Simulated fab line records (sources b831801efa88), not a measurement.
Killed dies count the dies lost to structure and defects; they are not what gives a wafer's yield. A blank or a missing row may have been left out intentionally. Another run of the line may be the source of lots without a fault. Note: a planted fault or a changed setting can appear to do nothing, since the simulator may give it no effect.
fab line records / flow sky130
record: lots: 6 wafers: 18 last-day: 50
route steps=708 shown METAL2@506 VIA2@507
lots that met no fault: taken from a fault-free run of the same line
start-h: hours from the record's opening day to when the first of the lot's shown wafers began / wait-h: hours since the lot's step before / " same as the row above / L1.1+2: one row covering several wafers at once / - either no value or no given start / * or withheld: withheld / < > ~ a bound
route shown NAME@n: a module of which the file shows steps, and the number in the route of the first / usual: mean and standard deviation over wafers with no fault / same: alike in all rows / chamber/n: place in a boat / sites: the reading at each site / _std_site: standard deviation of those values / _edge_site: mean of outer sites minus mean of inner sites / radius-mm: how far each site lies from the wafer's centre / mask NAME#n: copy n / behind: the most recent tool/chamber to have shaped the wafer / hold: why the lot went on hold/how many hours it stayed there/how the hold came to an end / device: transistor that didn't switch, given as n, p or np / end of line: the same wafers' tests at the end of the route / a step given without rows: its recipe and nothing more / killed: dies that structure and defects cost at the first sort, which is not the same as the wafer's yield / map: a wafer's dies, x killed, . not, _ none there
set.NAME: the run value of the setting; set.NAME@STEP: its run value at that earlier step / model.NAME: the simulator's own value behind a step, which no gauge read
lots at some steps of the route; a table a step, a row a wafer
services: when a tool's chamber went out of use (start-h, in hours from the record's first day, below 0 if earlier), for how many hours, and the reason
== steps ==
step: SKY_METAL2_CLEAN_23
recipe: chemistry: O3/DIW dry: n2-spin
step: SKY_VIA2_HDPCVD_00
recipe: material: SiO2 target-thk-nm: 1180 sigma-open-frac: 0.3 time-s: 196.7 temp-c: 400 sih4-flow-sccm: 60 pressure-mtorr: 6
step: SKY_VIA2_THK_MEAS_01
recipe: reads: SiO2_of_VIA2_HDPCVD_00
usual: VIA2_HDPCVD_THK: 1182/11
lot.wafer=L465.2 tool=film-metro-03 chamber=- start-h=849.10 wait-h=0.1 VIA2_HDPCVD_THK[nm]=1166
lot.wafer=L465.3 tool=film-metro-03 chamber=- start-h=849.10 wait-h=0.1 VIA2_HDPCVD_THK[nm]=1178
lot.wafer=L465.5 tool=film-metro-03 chamber=- start-h=849.10 wait-h=0.1 VIA2_HDPCVD_THK[nm]=1168
lot.wafer=L467.1 tool=film-metro-04 chamber=- start-h=859.76 wait-h=0.1 VIA2_HDPCVD_THK[nm]=1186
lot.wafer=L467.2 tool=film-metro-04 chamber=- start-h=859.76 wait-h=0.1 VIA2_HDPCVD_THK[nm]=1184
lot.wafer=L467.5 tool=film-metro-04 chamber=- start-h=859.76 wait-h=0.1 VIA2_HDPCVD_THK[nm]=1192
lot.wafer=L470.1 tool=film-metro-01 chamber=- start-h=876.75 wait-h=0.1 VIA2_HDPCVD_THK[nm]=1199
lot.wafer=L470.2 tool=film-metro-01 chamber=- start-h=876.75 wait-h=0.1 VIA2_HDPCVD_THK[nm]=1174
lot.wafer=L470.5 tool=film-metro-01 chamber=- start-h=876.75 wait-h=0.1 VIA2_HDPCVD_THK[nm]=1177
lot.wafer=L479.1 tool=film-metro-01 chamber=- start-h=947.56 wait-h=0.1 VIA2_HDPCVD_THK[nm]=1186
lot.wafer=L479.2 tool=film-metro-01 chamber=- start-h=947.56 wait-h=0.1 VIA2_HDPCVD_THK[nm]=1173
lot.wafer=L479.6 tool=film-metro-01 chamber=- start-h=947.56 wait-h=0.1 VIA2_HDPCVD_THK[nm]=1168
lot.wafer=L484.2 tool=film-metro-01 chamber=- start-h=989.39 wait-h=0.1 VIA2_HDPCVD_THK[nm]=1179
lot.wafer=L484.4 tool=film-metro-01 chamber=- start-h=989.39 wait-h=0.1 VIA2_HDPCVD_THK[nm]=1177
lot.wafer=L484.5 tool=film-metro-01 chamber=- start-h=989.39 wait-h=0.1 VIA2_HDPCVD_THK[nm]=1197
lot.wafer=L485.1 tool=film-metro-04 chamber=- start-h=996.45 wait-h=0.1 VIA2_HDPCVD_THK[nm]=1172
lot.wafer=L485.4 tool=film-metro-04 chamber=- start-h=996.45 wait-h=0.1 VIA2_HDPCVD_THK[nm]=1187
lot.wafer=L485.5 tool=film-metro-04 chamber=- start-h=996.45 wait-h=0.1 VIA2_HDPCVD_THK[nm]=1174
step: SKY_VIA2_CMP_02
recipe: material: SiO2 down-force-psi: 4 platen-rpm: 60 pad-velocity-m-s: 0.94248
usual: motor-current-A: 12.0/1.2 slurry-filter-dp-kPa: 13.50/0.15
lot.wafer=L465.2 tool=cmp-01 chamber=0 start-h=849.15 wait-h=0.0 motor-current-A=10.7 slurry-filter-dp-kPa=13.54
lot.wafer=L465.3 tool=cmp-01 chamber=2 start-h=849.15 wait-h=0.0 motor-current-A=10.3 slurry-filter-dp-kPa=13.74
lot.wafer=L465.5 tool=cmp-01 chamber=1 start-h=849.15 wait-h=0.0 motor-current-A=12.2 slurry-filter-dp-kPa=13.33
lot.wafer=L467.2 tool=cmp-02 chamber=0 start-h=859.87 wait-h=0.1 motor-current-A=10.7 slurry-filter-dp-kPa=13.51
lot.wafer=L467.1 tool=cmp-02 chamber=1 start-h=859.87 wait-h=0.1 motor-current-A=11.9 slurry-filter-dp-kPa=13.29
lot.wafer=L467.5 tool=cmp-02 chamber=3 start-h=859.87 wait-h=0.1 motor-current-A=13.5 slurry-filter-dp-kPa=13.41
lot.wafer=L470.1 tool=cmp-02 chamber=1 start-h=876.81 wait-h=0.1 motor-current-A=11.6 slurry-filter-dp-kPa=13.31
lot.wafer=L470.2 tool=cmp-02 chamber=2 start-h=876.81 wait-h=0.1 motor-current-A=13.7 slurry-filter-dp-kPa=13.50
lot.wafer=L470.5 tool=cmp-02 chamber=1 start-h=876.81 wait-h=0.1 motor-current-A=11.7 slurry-filter-dp-kPa=13.54
lot.wafer=L479.2 tool=cmp-01 chamber=2 start-h=947.62 wait-h=0.0 motor-current-A=9.9 slurry-filter-dp-kPa=13.35
lot.wafer=L479.1 tool=cmp-01 chamber=0 start-h=947.62 wait-h=0.0 motor-current-A=10.7 slurry-filter-dp-kPa=13.53
lot.wafer=L479.6 tool=cmp-01 chamber=2 start-h=947.62 wait-h=0.0 motor-current-A=10.4 slurry-filter-dp-kPa=13.32
lot.wafer=L484.4 tool=cmp-01 chamber=1 start-h=989.61 wait-h=0.2 motor-current-A=12.6 slurry-filter-dp-kPa=13.62
lot.wafer=L484.2 tool=cmp-01 chamber=0 start-h=989.61 wait-h=0.2 motor-current-A=10.8 slurry-filter-dp-kPa=13.39
lot.wafer=L484.5 tool=cmp-01 chamber=2 start-h=989.61 wait-h=0.2 motor-current-A=10.2 slurry-filter-dp-kPa=13.42
lot.wafer=L485.1 tool=cmp-02 chamber=1 start-h=996.61 wait-h=0.1 motor-current-A=11.9 slurry-filter-dp-kPa=13.45
lot.wafer=L485.4 tool=cmp-02 chamber=2 start-h=996.61 wait-h=0.1 motor-current-A=13.5 slurry-filter-dp-kPa=13.30
lot.wafer=L485.5 tool=cmp-02 chamber=0 start-h=996.61 wait-h=0.1 motor-current-A=10.5 slurry-filter-dp-kPa=13.64
step: SKY_VIA2_BOW_MEAS_03
recipe: mode: bow
usual: VIA2_BOW: 86/7
lot.wafer=L465.2 tool=film-metro-01 chamber=- start-h=849.47 wait-h=0.3 VIA2_BOW[um]=77
lot.wafer=L465.3 tool=film-metro-01 chamber=- start-h=849.47 wait-h=0.3 VIA2_BOW[um]=80
lot.wafer=L465.5 tool=film-metro-01 chamber=- start-h=849.47 wait-h=0.3 VIA2_BOW[um]=78
lot.wafer=L467.1 tool=film-metro-01 chamber=- start-h=860.12 wait-h=0.1 VIA2_BOW[um]=82
lot.wafer=L467.2 tool=film-metro-01 chamber=- start-h=860.12 wait-h=0.1 VIA2_BOW[um]=87
lot.wafer=L467.5 tool=film-metro-01 chamber=- start-h=860.12 wait-h=0.1 VIA2_BOW[um]=83
lot.wafer=L470.1 tool=film-metro-03 chamber=- start-h=877.11 wait-h=0.2 VIA2_BOW[um]=85
lot.wafer=L470.2 tool=film-metro-03 chamber=- start-h=877.11 wait-h=0.2 VIA2_BOW[um]=83
lot.wafer=L470.5 tool=film-metro-03 chamber=- start-h=877.11 wait-h=0.2 VIA2_BOW[um]=78
lot.wafer=L479.1 tool=film-metro-03 chamber=- start-h=947.92 wait-h=0.1 VIA2_BOW[um]=78
lot.wafer=L479.2 tool=film-metro-03 chamber=- start-h=947.92 wait-h=0.1 VIA2_BOW[um]=89
lot.wafer=L479.6 tool=film-metro-03 chamber=- start-h=947.92 wait-h=0.1 VIA2_BOW[um]=81
lot.wafer=L484.2 tool=film-metro-01 chamber=- start-h=989.93 wait-h=0.1 VIA2_BOW[um]=84
lot.wafer=L484.4 tool=film-metro-01 chamber=- start-h=989.93 wait-h=0.1 VIA2_BOW[um]=85
lot.wafer=L484.5 tool=film-metro-01 chamber=- start-h=989.93 wait-h=0.1 VIA2_BOW[um]=82
lot.wafer=L485.1 tool=film-metro-04 chamber=- start-h=996.81 wait-h=0.1 VIA2_BOW[um]=83
lot.wafer=L485.4 tool=film-metro-04 chamber=- start-h=996.81 wait-h=0.1 VIA2_BOW[um]=91
lot.wafer=L485.5 tool=film-metro-04 chamber=- start-h=996.81 wait-h=0.1 VIA2_BOW[um]=83
step: SKY_VIA2_DEHYDRATE_04
recipe: temp-c: 200 time-s: 60
step: SKY_VIA2_HMDS_05
recipe: prime-time-s: 60 prime-temp-c: 120
step: SKY_VIA2_COAT_06
recipe: resist: BARC temp-c: withheld time-s: withheld spin-rpm: 3000 resist-thk-nm: 60
step: SKY_VIA2_COAT_07
recipe: resist: KrF-thick spin-rpm: 3000 resist-thk-nm: 450
step: SKY_VIA2_SOFTBAKE_08
recipe: temp-c: 100 time-s: 90 resist: KrF-thick
step: SKY_VIA2_EXPOSE_09
recipe: mask-id: VIM2 na: 0.8 source-shape: annular sigma-inner: 0.55 sigma-outer: 0.85 target-cd-nm: 200 dose-mj: 38
step: SKY_VIA2_PEB_10
recipe: peb-temp-c: withheld peb-time-s: withheld resist: KrF-thick
step: SKY_VIA2_DEVELOP_11
recipe: develop-time-s: 60 resist: KrF-thick dev-temp-c: 21
usual: chill-plate-temp-C: 22.99/0.1 develop-time-s: 60/0
lot.wafer=L465.2 tool=litho-track-03 chamber=- start-h=875 wait-h=- chill-plate-temp-C=- develop-time-s=- model.KrF-thick_of_VIA2_COAT_07.thk-nm=452.9
lot.wafer=L465.3 tool=litho-track-03 chamber=- start-h=875 wait-h=- chill-plate-temp-C=- develop-time-s=- model.KrF-thick_of_VIA2_COAT_07.thk-nm=452
lot.wafer=L465.5 tool=litho-track-03 chamber=- start-h=875 wait-h=- chill-plate-temp-C=- develop-time-s=- model.KrF-thick_of_VIA2_COAT_07.thk-nm=451
lot.wafer=L467.1 tool=litho-track-03 chamber=- start-h=885 wait-h=- chill-plate-temp-C=- develop-time-s=- model.KrF-thick_of_VIA2_COAT_07.thk-nm=450.1
lot.wafer=L467.2 tool=litho-track-03 chamber=- start-h=885 wait-h=- chill-plate-temp-C=- develop-time-s=- model.KrF-thick_of_VIA2_COAT_07.thk-nm=449.7
lot.wafer=L467.5 tool=litho-track-03 chamber=- start-h=885 wait-h=- chill-plate-temp-C=- develop-time-s=- model.KrF-thick_of_VIA2_COAT_07.thk-nm=451.7
lot.wafer=L470.1 tool=litho-track-01 chamber=0 start-h=902 wait-h=- chill-plate-temp-C=23.16 develop-time-s=60 model.KrF-thick_of_VIA2_COAT_07.thk-nm=435
lot.wafer=L470.2 tool=litho-track-01 chamber=0 start-h=902 wait-h=- chill-plate-temp-C=22.92 develop-time-s=60 model.KrF-thick_of_VIA2_COAT_07.thk-nm=435.4
lot.wafer=L470.5 tool=litho-track-01 chamber=0 start-h=902 wait-h=- chill-plate-temp-C=23.02 develop-time-s=60 model.KrF-thick_of_VIA2_COAT_07.thk-nm=435.9
lot.wafer=L479.1 tool=litho-track-03 chamber=0 start-h=972 wait-h=- chill-plate-temp-C=23.17 develop-time-s=60 model.KrF-thick_of_VIA2_COAT_07.thk-nm=437.7
lot.wafer=L479.2 tool=litho-track-03 chamber=0 start-h=972 wait-h=- chill-plate-temp-C=23.10 develop-time-s=60 model.KrF-thick_of_VIA2_COAT_07.thk-nm=436.2
lot.wafer=L479.6 tool=litho-track-03 chamber=0 start-h=972 wait-h=- chill-plate-temp-C=23.15 develop-time-s=60 model.KrF-thick_of_VIA2_COAT_07.thk-nm=437
lot.wafer=L484.2 tool=litho-track-01 chamber=0 start-h=1013 wait-h=- chill-plate-temp-C=23.05 develop-time-s=60 model.KrF-thick_of_VIA2_COAT_07.thk-nm=436.8
lot.wafer=L484.4 tool=litho-track-01 chamber=0 start-h=1014 wait-h=- chill-plate-temp-C=22.82 develop-time-s=60 model.KrF-thick_of_VIA2_COAT_07.thk-nm=437
lot.wafer=L484.5 tool=litho-track-01 chamber=0 start-h=1014 wait-h=- chill-plate-temp-C=23.04 develop-time-s=60 model.KrF-thick_of_VIA2_COAT_07.thk-nm=435.8
lot.wafer=L485.1 tool=litho-track-03 chamber=0 start-h=1020 wait-h=- chill-plate-temp-C=23.07 develop-time-s=60 model.KrF-thick_of_VIA2_COAT_07.thk-nm=435.6
lot.wafer=L485.4 tool=litho-track-03 chamber=0 start-h=1020 wait-h=- chill-plate-temp-C=23.03 develop-time-s=60 model.KrF-thick_of_VIA2_COAT_07.thk-nm=436.5
lot.wafer=L485.5 tool=litho-track-03 chamber=0 start-h=1020 wait-h=- chill-plate-temp-C=22.93 develop-time-s=60 model.KrF-thick_of_VIA2_COAT_07.thk-nm=435
step: SKY_VIA2_CD_MEAS_12
recipe: target-cd-nm: 200
usual: cd-nm: 200.0/1.5
lot.wafer=L465.2 tool=cd-sem-01 chamber=- start-h=875.55 wait-h=- cd-nm=-
lot.wafer=L465.3 tool=cd-sem-01 chamber=- start-h=875.55 wait-h=- cd-nm=-
lot.wafer=L465.5 tool=cd-sem-01 chamber=- start-h=875.55 wait-h=- cd-nm=-
lot.wafer=L467.1 tool=cd-sem-01 chamber=- start-h=885.93 wait-h=- cd-nm=-
lot.wafer=L467.2 tool=cd-sem-01 chamber=- start-h=885.93 wait-h=- cd-nm=-
lot.wafer=L467.5 tool=cd-sem-01 chamber=- start-h=885.93 wait-h=- cd-nm=-
lot.wafer=L470.1 tool=cd-sem-01 chamber=- start-h=903.03 wait-h=- cd-nm=200.4
lot.wafer=L470.2 tool=cd-sem-01 chamber=- start-h=903.03 wait-h=- cd-nm=201.4
lot.wafer=L470.5 tool=cd-sem-01 chamber=- start-h=903.03 wait-h=- cd-nm=200.0
lot.wafer=L479.1 tool=cd-sem-01 chamber=- start-h=972.73 wait-h=- cd-nm=201.9
lot.wafer=L479.2 tool=cd-sem-01 chamber=- start-h=972.73 wait-h=- cd-nm=200.8
lot.wafer=L479.6 tool=cd-sem-01 chamber=- start-h=972.73 wait-h=- cd-nm=200.5
lot.wafer=L484.2 tool=cd-sem-02 chamber=- start-h=1014.10 wait-h=- cd-nm=200.0
lot.wafer=L484.4 tool=cd-sem-02 chamber=- start-h=1014.10 wait-h=- cd-nm=201.9
lot.wafer=L484.5 tool=cd-sem-02 chamber=- start-h=1014.10 wait-h=- cd-nm=199.6
lot.wafer=L485.1 tool=cd-sem-01 chamber=- start-h=1020.38 wait-h=- cd-nm=200.3
lot.wafer=L485.4 tool=cd-sem-01 chamber=- start-h=1020.38 wait-h=- cd-nm=203.0
lot.wafer=L485.5 tool=cd-sem-01 chamber=- start-h=1020.38 wait-h=- cd-nm=202.7
== services ==
tool=cmp-02 chamber=- start-h=831.39 hours=3.8 kind=repair
tool=cmp-02 chamber=- start-h=837.04 hours=22.1 kind=repair
tool=cmp-01 chamber=- start-h=901.02 hours=0.4 kind=repair
tool=cmp-01 chamber=- start-h=911.82 hours=1.1 kind=repair
tool=cmp-02 chamber=- start-h=912.41 hours=4.0 kind=pm
tool=cmp-01 chamber=- start-h=916.41 hours=6.4 kind=pm
tool=cmp-02 chamber=- start-h=916.41 hours=- kind=consumable-replace:conditioner
tool=cmp-02 chamber=- start-h=916.41 hours=- kind=consumable-replace:pad
tool=cmp-01 chamber=- start-h=981.64 hours=1.1 kind=repair
tool=cmp-02 chamber=- start-h=1006.37 hours=0.3 kind=repair
tool=cmp-02 chamber=- start-h=1010.78 hours=0.5 kind=repair
== key ==
first-sign: step: SKY_VIA2_DEVELOP_11 reading: tool-record direction: missing
effect none on later readings
model-effect: step: SKY_VIA2_DEVELOP_11 value: KrF-thick_of_VIA2_COAT_07.thk-nm without: 437.2 struck: 451.2
met-at SKY_VIA2_DEVELOP_11
struck-wafers L465.2,L465.3,L465.5,L467.1,L467.2,L467.5
later-rows-left-out L465.2,L465.3,L465.5,L467.1,L467.2,L467.5
sort-left-out L465.2,L465.3,L465.5,L467.1,L467.2,L467.5
fault: kind: skipped-step-whole tool: litho-track-03 chamber: - onset-h: 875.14 steps: SKY_VIA2_DEVELOP_11 scope: struck-lots-only
sort-left-out: the simulated sort isn't trusted on such a fault, so these wafers' sort isn't shown, and their yield isn't known
later-rows-left-out: the simulator's readings of these wafers behind a module that went badly wrong aren't trusted and aren't shown, but for the sort
